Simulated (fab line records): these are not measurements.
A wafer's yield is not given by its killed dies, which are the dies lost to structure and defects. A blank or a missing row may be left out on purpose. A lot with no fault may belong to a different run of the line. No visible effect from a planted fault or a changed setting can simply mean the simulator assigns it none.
fab line records + flow gf180mcu
[record]
- lots = 7
- wafers = 21
- last_day = 34
route steps=602 shown LVPWELL@64 MVSD@66 MVPSD@78 VT_IMPLANT@90
lots untouched by any fault: they come from a run of this same line in which no faults occurred
start_h: hours from the record's opening day to when the first of the lot's shown wafers began + wait_h: hours elapsed since this lot's preceding step + " unchanged from the row above + L1.1+2: a single row standing in for several wafers + - no value present, or no start provided + * or withheld: withheld + < > ~ a bound
route shown NAME@n: a module of which the file shows steps, and the number in the route of the first + usual: mean/standard deviation taken from wafers without a fault + same: alike in all rows + chamber/n: place in a boat + sites: each site's reading + _std_site: their standard deviation + _edge_site: mean of outer sites minus mean of inner sites + radius_mm: how far each site lies from the wafer's centre + mask NAME#n: copy n + behind: the last tool/chamber to shape the wafer + hold: cause of the lot's hold/its duration in hours/its outcome + device: transistor that didn't switch, given as n, p or np + end of line: tests run on the same wafers once the route is complete + for a step that has no rows: nothing shown but its recipe + killed: count of dies lost to structure and defects at first sort (not the wafer's yield) + map: a wafer's dies, x killed, . not, _ none there
set.NAME: the run value of the setting; set.NAME@STEP: its run value at that earlier step + model.NAME: the simulator's own value behind a step, which no gauge read
lots at some steps of the route; a table a step, a row a wafer
services: when a tool's chamber went out of use (start_h, in hours from the record's first day, below 0 if earlier), for how many hours, and the reason
[[steps]]
[step GF_LVPWELL_STRIP_10]
[recipe]
- chemistry = O2/N2
- power_w = 1400
- pressure_mtorr = 1500
- platen_temp_c = 250
- o2_flow_sccm = 3000
- n2_flow_sccm = 300
- overash_fraction = 0.5
[usual]
- chamber_pressure_mTorr = 1500.0/1.4
- drypump_motor_current_A = 5.9/0.43
- heater_power_w = 306/18
- oes_product_au = 0.722/0.0048
- strip_time_to_endpoint_s = 36.89/0.12
| lot.wafer | tool            | chamber | start_h | wait_h | chamber_pressure_mTorr | drypump_motor_current_A | heater_power_w | oes_product_au | rf_hours_counter_h | strip_time_to_endpoint_s |
|-----------|-----------------|---------|---------|--------|------------------------|-------------------------|----------------|----------------|--------------------|--------------------------|
| L896.2    | plasma_asher-01 | 0       | 76.01   | 0.1    | 1499.8                 | 6.3                     | 304            | 0.716          | 43                 | 36.86                    |
| L896.5    | "               | 1       | "       | "      | 1499.9                 | 5.6                     | 347            | 0.725          | -                  | 36.77                    |
| L896.6    | "               | 0       | "       | "      | 1499.8                 | 6.3                     | 304            | 0.721          | -                  | 36.94                    |
| L899.1    | plasma_asher-02 | 1       | 92.88   | 0.1    | 1498.9                 | 5.4                     | 305            | 0.717          | 41                 | 36.97                    |
| L899.2    | "               | 0       | "       | "      | 1498.3                 | 5.7                     | 283            | 0.724          | 41                 | 36.91                    |
| L899.5    | "               | 1       | "       | "      | 1501.4                 | 5.4                     | 320            | 0.727          | -                  | 36.94                    |
| L910.1    | plasma_asher-01 | 0       | 154.54  | 0.1    | 1501.4                 | 6.3                     | 318            | 0.721          | 4                  | 36.82                    |
| L910.3    | "               | 0       | "       | "      | 1500.1                 | 6.3                     | 320            | 0.726          | -                  | 36.81                    |
| L910.5    | "               | 0       | "       | "      | 1498.8                 | 6.3                     | 324            | 0.724          | -                  | 36.82                    |
| L911.2    | plasma_asher-03 | 1       | 157.96  | 0.1    | 1499.9                 | 6.1                     | 296            | 0.730          | 36                 | 36.61                    |
| L911.4    | "               | 1       | "       | "      | 1499.8                 | 6.1                     | 301            | 0.720          | -                  | 36.71                    |
| L911.5    | "               | 0       | "       | "      | 1498.7                 | 6.6                     | 309            | 0.725          | -                  | 36.81                    |
| L912.3    | plasma_asher-02 | 1       | 164.71  | 0.1    | 1499.7                 | 5.3                     | 311            | 0.721          | -                  | 37.00                    |
| L912.4    | "               | 0       | "       | "      | 1500.8                 | 5.7                     | 282            | 0.727          | -                  | 36.94                    |
| L912.5    | "               | 1       | "       | "      | 1500.6                 | 5.3                     | 316            | 0.725          | -                  | 36.86                    |
| L917.2    | plasma_asher-03 | 1       | 193.73  | 0.1    | 1501.6                 | 6.1                     | 300            | 0.718          | 40                 | 36.77                    |
| L917.3    | "               | 1       | "       | "      | 1501.2                 | 6.1                     | 300            | 0.722          | -                  | 36.76                    |
| L917.6    | "               | 1       | "       | "      | 1500.5                 | 6.2                     | 295            | 0.718          | -                  | 36.69                    |
| L918.1    | plasma_asher-02 | 0       | 202.74  | 0.1    | 1500.0                 | 5.7                     | 273            | 0.721          | 53                 | 36.81                    |
| L918.2    | "               | 1       | "       | "      | 1501.8                 | 5.3                     | 316            | 0.726          | 53                 | 36.80                    |
| L918.5    | "               | 0       | "       | "      | 1502.7                 | 5.7                     | 270            | 0.720          | -                  | 36.80                    |
[step GF_LVPWELL_TW_MEAS_11]
[usual]
- LVPWELL_TW = 562.7/2.7
| lot.wafer | tool          | chamber | start_h | wait_h | LVPWELL_TW |
|-----------|---------------|---------|---------|--------|------------|
| L896.2    | film_metro-03 | -       | 76.12   | 0.1    | 555.1      |
| L896.5    | "             | -       | "       | "      | 556.6      |
| L896.6    | "             | -       | "       | "      | 556.0      |
| L899.1    | film_metro-02 | -       | 92.98   | 0.1    | 561.2      |
| L899.2    | "             | -       | "       | "      | 565.2      |
| L899.5    | "             | -       | "       | "      | 564.0      |
| L910.1    | film_metro-03 | -       | 154.64  | 0.1    | 557.3      |
| L910.3    | "             | -       | "       | "      | 558.4      |
| L910.5    | "             | -       | "       | "      | 562.2      |
| L911.2    | film_metro-02 | -       | 158.07  | 0.1    | 562.8      |
| L911.4    | "             | -       | "       | "      | 559.3      |
| L911.5    | "             | -       | "       | "      | 561.7      |
| L912.3    | film_metro-01 | -       | 164.80  | 0.1    | 562.8      |
| L912.4    | "             | -       | "       | "      | 565.0      |
| L912.5    | "             | -       | "       | "      | 560.4      |
| L917.2    | film_metro-02 | -       | 193.84  | 0.1    | 562.7      |
| L917.3    | "             | -       | "       | "      | 562.2      |
| L917.6    | "             | -       | "       | "      | 560.2      |
| L918.1    | film_metro-02 | -       | 202.84  | 0.1    | 562.6      |
| L918.2    | "             | -       | "       | "      | 560.8      |
| L918.5    | "             | -       | "       | "      | 561.6      |
[step GF_MVSD_DEHYDRATE_00]
[recipe]
- temp_c = 200
- time_s = 60
[step GF_MVSD_HMDS_01]
[recipe]
- prime_time_s = 60
- prime_temp_c = 120
[step GF_MVSD_COAT_02]
[recipe]
- spin_rpm = 2000
- resist_thk_nm = 3000
[step GF_MVSD_SOFTBAKE_03]
[recipe]
- temp_c = 110
- time_s = withheld
[step GF_MVSD_EXPOSE_04]
[recipe]
- mask_id = MVSD
- target_cd_nm = 1000
- na = 0.6
- source_shape = conventional
- sigma_outer = 0.6
- dose_mj = 260
[step GF_MVSD_PEB_05]
[recipe]
- temp_c = 115
- time_s = withheld
[step GF_MVSD_DEVELOP_06]
[recipe]
- wall_angle_deg = 90
- develop_time_s = 60
- dev_temp_c = 23
[step GF_MVSD_OVL_MEAS_07]
[usual]
- MVSD_OVL = 0.0/1.3
| lot.wafer | tool       | chamber | start_h | wait_h | MVSD_OVL[nm] |
|-----------|------------|---------|---------|--------|--------------|
| L896.2    | overlay-01 | -       | 89.83   | -      | 0.5          |
| L896.5    | "          | -       | "       | "      | 1.4          |
| L896.6    | "          | -       | "       | "      | 0.9          |
| L899.1    | overlay-01 | -       | 106.88  | -      | -0.6         |
| L899.2    | "          | -       | "       | "      | 0.9          |
| L899.5    | "          | -       | "       | "      | 0.3          |
| L910.1    | overlay-01 | -       | 170.92  | -      | -1.1         |
| L910.3    | "          | -       | "       | "      | 1.1          |
| L910.5    | "          | -       | "       | "      | 0.1          |
| L911.2    | overlay-02 | -       | 174.31  | -      | -1.5         |
| L911.4    | "          | -       | "       | "      | -2.6         |
| L911.5    | "          | -       | "       | "      | -2.5         |
| L912.3    | overlay-01 | -       | 181.42  | -      | -0.4         |
| L912.4    | "          | -       | "       | "      | -1.3         |
| L912.5    | "          | -       | "       | "      | -0.2         |
| L917.2    | overlay-02 | -       | 210.55  | -      | -1.2         |
| L917.3    | "          | -       | "       | "      | -0.2         |
| L917.6    | "          | -       | "       | "      | 0.4          |
| L918.1    | overlay-02 | -       | 220.51  | -      | 0.7          |
| L918.2    | "          | -       | "       | "      | 0.2          |
| L918.5    | "          | -       | "       | "      | -0.7         |
[step GF_MVSD_IMPLANT_08]
[recipe]
- species = P
- energy_kev = 400
- dose_cm2 = 1.6e+13
- tilt_deg = 0
[step GF_MVSD_IMPLANT_09]
[recipe]
- species = P
- energy_kev = 100
- dose_cm2 = 5e+12
- tilt_deg = 0
[step GF_MVSD_STRIP_10]
[recipe]
- chemistry = O2/N2
- power_w = 1400
- pressure_mtorr = 1500
- platen_temp_c = 250
- o2_flow_sccm = 3000
- n2_flow_sccm = 300
- overash_fraction = 0.5
[usual]
- chamber_pressure_mTorr = 1499.9/1.3
- drypump_motor_current_A = 6.0/0.35
- heater_power_w = 355/69
- oes_product_au = 0.722/0.0047
- strip_time_to_endpoint_s = 36.93/0.12
| lot.wafer | tool            | chamber | start_h | wait_h | chamber_pressure_mTorr | drypump_motor_current_A | heater_power_w | oes_product_au | rf_hours_counter_h | strip_time_to_endpoint_s | model.coat_of_MVSD_COAT_02.thk_nm |
|-----------|-----------------|---------|---------|--------|------------------------|-------------------------|----------------|----------------|--------------------|--------------------------|-----------------------------------|
| L896.2    | plasma_asher-04 | 1       | 90.16   | 0.1    | 1498.8                 | 6.2                     | 355            | 0.727          | 45                 | 36.97                    | 0                                 |
| L896.5    | "               | 1       | "       | "      | 1500.2                 | 6.2                     | 349            | 0.718          | -                  | 36.92                    | 0                                 |
| L896.6    | "               | 0       | "       | "      | 1500.8                 | 6.0                     | 460            | 0.723          | -                  | 37.00                    | 0                                 |
| L899.1    | plasma_asher-02 | 1       | 107.21  | 0.1    | 1500.1                 | 5.3                     | 311            | 0.724          | 43                 | 37.01                    | 0                                 |
| L899.2    | "               | 0       | "       | "      | 1500.8                 | 5.7                     | 287            | 0.732          | 43                 | 37.06                    | 0                                 |
| L899.5    | "               | 0       | "       | "      | 1499.9                 | 5.7                     | 282            | 0.721          | -                  | 37.05                    | 0                                 |
| L910.1    | plasma_asher-03 | 0       | 171.26  | 0.1    | -                      | -                       | -              | -              | -                  | -                        | 2988                              |
| L910.3    | "               | 0       | "       | "      | -                      | -                       | -              | -              | -                  | -                        | 2986                              |
| L910.5    | "               | 0       | "       | "      | -                      | -                       | -              | -              | -                  | -                        | 2987                              |
| L911.2    | plasma_asher-04 | 0       | 174.64  | 0.1    | -                      | -                       | -              | -              | -                  | -                        | 3012                              |
| L911.4    | "               | 0       | "       | "      | -                      | -                       | -              | -              | -                  | -                        | 3003                              |
| L911.5    | "               | 0       | "       | "      | -                      | -                       | -              | -              | -                  | -                        | 3004                              |
| L912.3    | plasma_asher-03 | 0       | 181.78  | 0.1    | -                      | -                       | -              | -              | -                  | -                        | 2998                              |
| L912.4    | "               | 1       | "       | "      | -                      | -                       | -              | -              | -                  | -                        | 2990                              |
| L912.5    | "               | 0       | "       | "      | -                      | -                       | -              | -              | -                  | -                        | 2984                              |
| L917.2    | plasma_asher-04 | 0       | 210.88  | 0.1    | 1498.6                 | 6.0                     | 459            | 0.724          | 59                 | 36.94                    | 0                                 |
| L917.3    | "               | 1       | "       | "      | 1501.1                 | 6.3                     | 353            | 0.724          | -                  | 36.95                    | 0                                 |
| L917.6    | "               | 1       | "       | "      | 1501.7                 | 6.3                     | 347            | 0.718          | -                  | 36.95                    | 0                                 |
| L918.1    | plasma_asher-03 | 0       | 220.84  | 0.1    | 1501.6                 | 6.5                     | 318            | 0.724          | 42                 | 36.94                    | 0                                 |
| L918.2    | "               | 1       | "       | "      | 1500.3                 | 6.2                     | 304            | 0.714          | 42                 | 36.98                    | 0                                 |
| L918.5    | "               | 0       | "       | "      | 1500.1                 | 6.6                     | 316            | 0.723          | -                  | 37.02                    | 0                                 |
[step GF_MVSD_TW_MEAS_11]
[usual]
- MVSD_TW = 1586/7.4
| lot.wafer | tool          | chamber | start_h | wait_h | MVSD_TW |
|-----------|---------------|---------|---------|--------|---------|
| L896.2    | film_metro-02 | -       | 90.27   | 0.1    | 1595    |
| L896.5    | "             | -       | "       | "      | 1594    |
| L896.6    | "             | -       | "       | "      | 1587    |
| L899.1    | film_metro-01 | -       | 107.31  | 0.1    | 1592    |
| L899.2    | "             | -       | "       | "      | 1586    |
| L899.5    | "             | -       | "       | "      | 1589    |
| L910.1    | film_metro-03 | -       | 171.36  | 0.1    | 1585    |
| L910.3    | "             | -       | "       | "      | 1587    |
| L910.5    | "             | -       | "       | "      | 1585    |
| L911.2    | film_metro-02 | -       | 174.75  | 0.1    | 1592    |
| L911.4    | "             | -       | "       | "      | 1597    |
| L911.5    | "             | -       | "       | "      | 1592    |
| L912.3    | film_metro-02 | -       | 181.86  | 0.1    | 1597    |
| L912.4    | "             | -       | "       | "      | 1596    |
| L912.5    | "             | -       | "       | "      | 1602    |
| L917.2    | film_metro-02 | -       | 210.99  | 0.1    | 1584    |
| L917.3    | "             | -       | "       | "      | 1583    |
| L917.6    | "             | -       | "       | "      | 1576    |
| L918.1    | film_metro-01 | -       | 220.94  | 0.1    | 1585    |
| L918.2    | "             | -       | "       | "      | 1594    |
| L918.5    | "             | -       | "       | "      | 1593    |
[step GF_MVPSD_DEHYDRATE_00]
[recipe]
- temp_c = 201.1
- time_s = 60
[step GF_MVPSD_HMDS_01]
[recipe]
- prime_time_s = 60
- prime_temp_c = 120
[step GF_MVPSD_COAT_02]
[recipe]
- spin_rpm = 2000
- resist_thk_nm = 3000
[step GF_MVPSD_SOFTBAKE_03]
[recipe]
- temp_c = 110
- time_s = withheld
[step GF_MVPSD_EXPOSE_04]
[recipe]
- mask_id = MVPSD
- target_cd_nm = 1000
- na = 0.6
- source_shape = conventional
- sigma_outer = 0.6
- dose_mj = 260
[step GF_MVPSD_PEB_05]
[recipe]
- temp_c = 115
- time_s = withheld
[step GF_MVPSD_DEVELOP_06]
[recipe]
- wall_angle_deg = 90
- develop_time_s = 60
- dev_temp_c = 23
[step GF_MVPSD_OVL_MEAS_07]
[usual]
- MVPSD_OVL = 0.3/1.5
| lot.wafer | tool       | chamber | start_h | wait_h | MVPSD_OVL[nm] |
|-----------|------------|---------|---------|--------|---------------|
| L896.2    | overlay-01 | -       | 104.52  | -      | 0.1           |
| L896.5    | "          | -       | "       | "      | 0.6           |
| L896.6    | "          | -       | "       | "      | 1.3           |
| L899.1    | overlay-01 | -       | 121.55  | -      | 1.8           |
| L899.2    | "          | -       | "       | "      | 0.7           |
| L899.5    | "          | -       | "       | "      | 0.8           |
| L910.1    | overlay-01 | -       | 188.94  | -      | 2.3           |
| L910.3    | "          | -       | "       | "      | 1.6           |
| L910.5    | "          | -       | "       | "      | 0.5           |
| L911.2    | overlay-02 | -       | 192.01  | -      | 0.7           |
| L911.4    | "          | -       | "       | "      | 0.8           |
| L911.5    | "          | -       | "       | "      | 0.8           |
| L912.3    | overlay-02 | -       | 198.86  | -      | 0.1           |
| L912.4    | "          | -       | "       | "      | -0.9          |
| L912.5    | "          | -       | "       | "      | -0.8          |
| L917.2    | overlay-02 | -       | 228.71  | -      | -1.2          |
| L917.3    | "          | -       | "       | "      | -0.8          |
| L917.6    | "          | -       | "       | "      | -0.3          |
| L918.1    | overlay-02 | -       | 238.75  | -      | 0.0           |
| L918.2    | "          | -       | "       | "      | 1.5           |
| L918.5    | "          | -       | "       | "      | 1.1           |
[step GF_MVPSD_IMPLANT_08]
[recipe]
- species = B
- energy_kev = 170
- dose_cm2 = 1.5e+13
- tilt_deg = 0
[step GF_MVPSD_IMPLANT_09]
[recipe]
- species = B
- energy_kev = 40
- dose_cm2 = 5e+12
- tilt_deg = 0
[step GF_MVPSD_STRIP_10]
[recipe]
- chemistry = O2/N2
- power_w = 1400
- pressure_mtorr = 1500
- platen_temp_c = 250
- o2_flow_sccm = 3000
- n2_flow_sccm = 300
- overash_fraction = 0.5
[usual]
- chamber_pressure_mTorr = 1499.8/1.4
- drypump_motor_current_A = 5.9/0.34
- heater_power_w = 336/54
- oes_product_au = 0.722/0.0041
- strip_time_to_endpoint_s = 37.00/0.11
| lot.wafer | tool            | chamber | start_h | wait_h | chamber_pressure_mTorr | drypump_motor_current_A | heater_power_w | oes_product_au | rf_hours_counter_h | strip_time_to_endpoint_s |
|-----------|-----------------|---------|---------|--------|------------------------|-------------------------|----------------|----------------|--------------------|--------------------------|
| L896.2    | plasma_asher-01 | 0       | 104.85  | 0.1    | 1498.9                 | 6.3                     | 306            | 0.725          | 44                 | 36.82                    |
| L896.5    | "               | 1       | "       | "      | 1499.5                 | 5.6                     | 345            | 0.720          | -                  | 37.02                    |
| L896.6    | "               | 0       | "       | "      | 1501.6                 | 6.3                     | 309            | 0.722          | -                  | 36.92                    |
| L899.1    | plasma_asher-02 | 1       | 121.88  | 0.1    | 1500.3                 | 5.4                     | 305            | 0.717          | 45                 | 36.88                    |
| L899.2    | "               | 0       | "       | "      | 1500.2                 | 5.7                     | 283            | 0.722          | 45                 | 36.87                    |
| L899.5    | "               | 0       | "       | "      | 1498.8                 | 5.7                     | 288            | 0.718          | -                  | 36.89                    |
| L910.1    | plasma_asher-04 | 1       | 189.28  | 0.1    | 1500.2                 | 6.3                     | 351            | 0.743          | 56                 | 81.22                    |
| L910.3    | "               | 0       | "       | "      | 1500.9                 | 6.0                     | 452            | 0.745          | -                  | 81.17                    |
| L910.5    | "               | 1       | "       | "      | 1500.7                 | 6.2                     | 354            | 0.739          | -                  | 81.21                    |
| L911.2    | plasma_asher-02 | 0       | 192.34  | 0.1    | 1500.5                 | 5.7                     | 286            | 0.740          | 52                 | 81.55                    |
| L911.4    | "               | 1       | "       | "      | 1500.2                 | 5.4                     | 314            | 0.738          | -                  | 81.51                    |
| L911.5    | "               | 1       | "       | "      | 1499.2                 | 5.4                     | 313            | 0.741          | -                  | 81.38                    |
| L912.3    | plasma_asher-01 | 1       | 199.21  | 0.1    | 1501.4                 | 5.6                     | 311            | 0.735          | -                  | 81.36                    |
| L912.4    | "               | 0       | "       | "      | 1502.9                 | 6.2                     | 314            | 0.741          | -                  | 81.10                    |
| L912.5    | "               | 0       | "       | "      | 1499.1                 | 6.2                     | 327            | 0.751          | -                  | 81.12                    |
| L917.2    | plasma_asher-01 | 1       | 229.04  | 0.1    | 1499.8                 | 5.6                     | 324            | 0.725          | 12                 | 36.97                    |
| L917.3    | "               | 1       | "       | "      | 1500.6                 | 5.6                     | 315            | 0.722          | -                  | 36.95                    |
| L917.6    | "               | 1       | "       | "      | 1499.3                 | 5.6                     | 308            | 0.719          | -                  | 36.99                    |
| L918.1    | plasma_asher-04 | 0       | 239.09  | 0.1    | 1501.1                 | 6.0                     | 470            | 0.722          | 62                 | 36.95                    |
| L918.2    | "               | 1       | "       | "      | 1499.2                 | 6.3                     | 354            | 0.718          | 62                 | 36.93                    |
| L918.5    | "               | 0       | "       | "      | 1500.0                 | 6.0                     | 466            | 0.722          | -                  | 36.97                    |
[step GF_MVPSD_TW_MEAS_11]
[usual]
- MVPSD_TW = 556.1/2.5
| lot.wafer | tool          | chamber | start_h | wait_h | MVPSD_TW |
|-----------|---------------|---------|---------|--------|----------|
| L896.2    | film_metro-03 | -       | 104.96  | 0.1    | 554.0    |
| L896.5    | "             | -       | "       | "      | 551.5    |
| L896.6    | "             | -       | "       | "      | 556.1    |
| L899.1    | film_metro-03 | -       | 121.98  | 0.1    | 560.5    |
| L899.2    | "             | -       | "       | "      | 557.0    |
| L899.5    | "             | -       | "       | "      | 556.0    |
| L910.1    | film_metro-01 | -       | 189.38  | 0.1    | 30.2     |
| L910.3    | "             | -       | "       | "      | 30.1     |
| L910.5    | "             | -       | "       | "      | 30.3     |
| L911.2    | film_metro-01 | -       | 192.45  | 0.1    | 30.2     |
| L911.4    | "             | -       | "       | "      | 30.1     |
| L911.5    | "             | -       | "       | "      | 30.1     |
| L912.3    | film_metro-01 | -       | 199.30  | 0.1    | 30.4     |
| L912.4    | "             | -       | "       | "      | 30.3     |
| L912.5    | "             | -       | "       | "      | 30.1     |
| L917.2    | film_metro-01 | -       | 229.15  | 0.1    | 552.9    |
| L917.3    | "             | -       | "       | "      | 555.6    |
| L917.6    | "             | -       | "       | "      | 554.1    |
| L918.1    | film_metro-02 | -       | 239.19  | 0.1    | 555.4    |
| L918.2    | "             | -       | "       | "      | 557.7    |
| L918.5    | "             | -       | "       | "      | 556.6    |
[step GF_VT_IMPLANT_DEHYDRATE_00]
[recipe]
- temp_c = 200
- time_s = 60
[[services]]
| tool            | chamber | start_h | hours | kind       |
|-----------------|---------|---------|-------|------------|
| plasma_asher-01 | -       | 85.90   | 11.1  | pm         |
| plasma_asher-01 | -       | 108.75  | 9.0   | pm         |
| plasma_asher-01 | 0       | 108.75  | 9.0   | vent_cycle |
| plasma_asher-01 | 1       | 108.75  | 9.0   | vent_cycle |
| plasma_asher-01 | 0       | 117.75  | -     | clean      |
| plasma_asher-01 | 1       | 117.75  | -     | clean      |
| plasma_asher-03 | -       | 190.74  | 0.9   | repair     |
[[key]]
[first_sign]
- step = GF_MVSD_STRIP_10
- reading = tool_record
- direction = missing
[effect]
- step = GF_MVPSD_STRIP_10
- reading = strip_time_to_endpoint_s
- direction = up
- sigmas = 99+
- usual = *
- struck = *
[effect]
- step = GF_MVPSD_TW_MEAS_11
- reading = MVPSD_TW
- direction = down
- sigmas = 99+
- usual = 556.1
- struck = 30.2
[model_effect]
- step = GF_MVSD_STRIP_10
- value = coat_of_MVSD_COAT_02.thk_nm
- without = 0
- struck = 2995
met_at GF_MVSD_STRIP_10
struck_wafers L910.1,L910.3,L910.5,L911.2,L911.4,L911.5,L912.3,L912.4,L912.5
sort_left_out L910.1,L910.3,L910.5,L911.2,L911.4,L911.5,L912.3,L912.4,L912.5
tester_left_out L910,L911,L912
onset_between 90.16 171.26
[fault]
- kind = skipped_step_whole
- tool = plasma_asher-03,plasma_asher-04
- chamber = -
- onset_h = 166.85
- steps = GF_MVSD_STRIP_10
- scope = struck_lots_only
// tester_left_out: of these lots the tester's yield and bins aren't shown, on N5 and GAA mostly nor the transistor test; their killed dies are dies lost to structure and defects alone, not to doping, threshold or leakage, so they don't give the yield
// sort_left_out: the simulated sort isn't trusted on such a fault, so these wafers' sort isn't shown, and their yield isn't known
